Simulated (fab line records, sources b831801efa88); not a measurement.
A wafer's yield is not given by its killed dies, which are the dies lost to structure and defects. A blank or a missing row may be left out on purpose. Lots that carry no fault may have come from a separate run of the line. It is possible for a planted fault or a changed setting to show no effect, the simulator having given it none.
A lot that was struck, set against a sound lot ; flow sky130 ; 15 steps out of a route of 708
Sound: wafers L921.1, L921.2, L921.6. Struck: wafers L933.1, L933.3 (left out: L933.4, a lot-mate that was not struck); the cause follows at the end.
Per side, at each step with rows, come the tool, then ch with its chambers, and then its first start. Under that, the readings that differ: sound wafers ; struck wafers ; difference of the means ; sigmas: that difference in standard deviations of wafers without a fault.
alike: readings whose means differ by less than 2 such deviations, and words and numbers that are the same on both sides. not compared: withheld readings, readings that some wafer has no value for, bounds like >300 that may hide the same value, and numbers for which the record gives no deviation and whose values overlap.
A row with sigmas, a row that says differs or no value, or rows on one side alone: a step with any of these is where the two part. When numbers do not overlap yet have no deviation, they are printed without sigmas and do not part them. Lack of a reading on every wafer of one side parts them only where that side has two or more wafers.

SKY_METAL1_THK_MEAS_06: measures by xrf.
  sound on film metro-03, day 32 20:23; struck on film metro-04, day 36 09:01
  alike: METAL1_ALCU_THK
then, 8 steps without rows for these wafers: SKY_METAL1_DEHYDRATE_07 (time 60 s); SKY_METAL1_HMDS_08 (prime time 60 s); SKY_METAL1_COAT_09 (resist thk 60 nm); SKY_METAL1_COAT_10 (resist thk 450 nm); SKY_METAL1_SOFTBAKE_11 (time 90 s); SKY_METAL1_EXPOSE_12 (exposes mask MM1, target cd 140 nm); SKY_METAL1_PEB_13; SKY_METAL1_DEVELOP_14 (develop time 60 s).
SKY_METAL1_CD_MEAS_15: the cd target is 140 nm.
  sound on cd sem-01, day 33 22:40; struck on cd sem-02, day 37 09:17
  alike: cd nm
SKY_METAL1_OVL_MEAS_16:
  sound on overlay-01, day 33 22:47; struck on overlay-01, day 37 09:24
  alike: METAL1_OVL
SKY_METAL1_DESCUM_17: chemistry O2, time 8 s.
  sound on rie metal-01 ch 0,1, day 33 22:50; struck on rie metal-01 ch 0, day 37 09:26
  alike: drypump motor current A, oes product au
  not compared: rf hours counter h
SKY_METAL1_ETCH_18: etches BARC in N2/H2, stops on SiO2, time 45.9 s, target depth 60 nm.
  sound on rie metal-01 ch 0,1, day 33 22:52; struck on rie metal-01 ch 0, day 37 09:29
reading;sound;struck;difference;sigmas
bias w (W);100.6 99.8 100.4;89.4 89.4;-10.9;-33
  alike: drypump motor current A, n2 flow sccm, oes product au, throttle valve pct
  not compared: rf hours counter h
SKY_METAL1_METAL_ETCH_19: etches the open film in Cl2/BCl3, stops on SiO2, target depth 360 nm, time 78 s.
  sound on rie metal-01 ch 0,1, day 33 22:56; struck on rie metal-01 ch 0, day 37 09:34
  alike: bcl3 flow sccm, bias w, drypump motor current A, oes product au, throttle valve pct
  not compared: rf hours counter h
-- the record jumps here: 12 days lie between the struck wafers' starts before and after (it left off in module METAL1 and takes up again in module PAD_OPEN, whose first step shown is number 708 of the route) --
SKY_PAD_OPEN_PROBE_99:
  sound on prober-02, day 46 16:21; struck on prober-02, day 49 06:44
  alike: defect limited yield, killed_at_M0_to_M3, killed_at_M4_up, killed at contacts, killed at front end, killed at other, killed dies, killed open, killed short, sort_bin_3_pad_short, sort_bin_5_function, sort_bin_6_memory, sort n pass, sort yield pct

WHERE THEY PART
Only at SKY_METAL1_ETCH_18, as far as this record shows. Later steps at which nothing parts them and some readings are alike: SKY_METAL1_METAL_ETCH_19, SKY_PAD_OPEN_PROBE_99.

WHY: what the simulator had put in
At SKY_METAL1_ETCH_18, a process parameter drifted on rie metal-01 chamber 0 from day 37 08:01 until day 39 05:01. A move of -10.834 in setting bias w, from 100. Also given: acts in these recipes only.
